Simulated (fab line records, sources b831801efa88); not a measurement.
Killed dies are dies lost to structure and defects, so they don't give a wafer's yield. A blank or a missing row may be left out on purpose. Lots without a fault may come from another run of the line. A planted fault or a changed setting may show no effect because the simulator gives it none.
One fault seen from 2 desks | flow gf180mcu | each desk has only its own numbers; what lay behind them comes last

THE METROLOGY DESK
What the gauges read, lot by lot, whatever tool the lot ran on: means of the sampled wafers that have a number. A lot is out of limits, marked OUT, if its mean lies more than 4 standard deviations from the usual mean; the brackets give that distance.
Columns: A = V2_OVL at GF_V2_OVL_MEAS_15, usual 2 nm; B = V2_W_RS at GF_V2_RS_MEAS_24, usual 0.3103 ohm/sq; C = V2_W_THK at GF_V2_THK_MEAS_25, usual 380 nm
lot  | first seen here | A  | B      | C
L577 | day 22 08:14    | -0 | 0.3109 | 378
L583 | day 24 11:28    | 6  | 0.3085 | 381
L586 | day 25 08:17    | 3  | 0.3112 | 376
L587 | day 25 14:44    | 1  | 0.3113 | 375
L590 | day 26 11:22    | 6  | 0.3087 | 384
L596 | day 28 05:04    | 10 | 0.3077 | 384
This desk's finding: nothing out of limits on any of the 6 lots.

THE TOOL OWNER'S DESK: pvd_sputter-02
The tool's own readings at GF_M3_SPUTTER_00 (material Ti, target thk 37.5 nm, time 150 s): means of the sampled wafers that have a number, for each lot that ran on this tool. A lot is out of limits, marked OUT, if its mean lies more than 4 standard deviations from the usual mean; the brackets give that distance.
Columns: A = cathode_dc_power_W at GF_M3_SPUTTER_00, usual 4000.0 W; B = throttle_valve_pct at GF_M3_SPUTTER_00, usual 29.5 %
lot  | first seen here | A                        | B
L577 | day 22 09:40    | 4000.3                   | 28.8
L583 | day 24 12:54    | 3999.5                   | 29.4
L587 | day 25 16:08    | 4147.2 (+99 or more) OUT | 29.4
L590 | day 26 12:45    | 4146.9 (+99 or more) OUT | 29.3
This desk's finding: out of limits on L587, L590; first on L587, day 25 16:08 (cathode_dc_power_W at GF_M3_SPUTTER_00). In limits: L577, L583.

PUT TOGETHER
The tool owner's desk could have raised an alarm at day 25 16:08, on L587, L590.
The metrology desk saw nothing out of limits.
The metrology desk has L587, L590 on record, within its limits.
Of the lots named, all ran GF_M3_SPUTTER_00 on pvd_sputter-02.

WHAT THE SIMULATOR HAD PUT IN
Process parameter drift: pvd_sputter-02, from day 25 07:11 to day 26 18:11, at GF_M3_SPUTTER_00. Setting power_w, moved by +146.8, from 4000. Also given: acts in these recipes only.
Lots struck among those shown: L587, L590.
Hours from the fault's start to each desk's first reading out of limits: the tool owner's desk, 9.
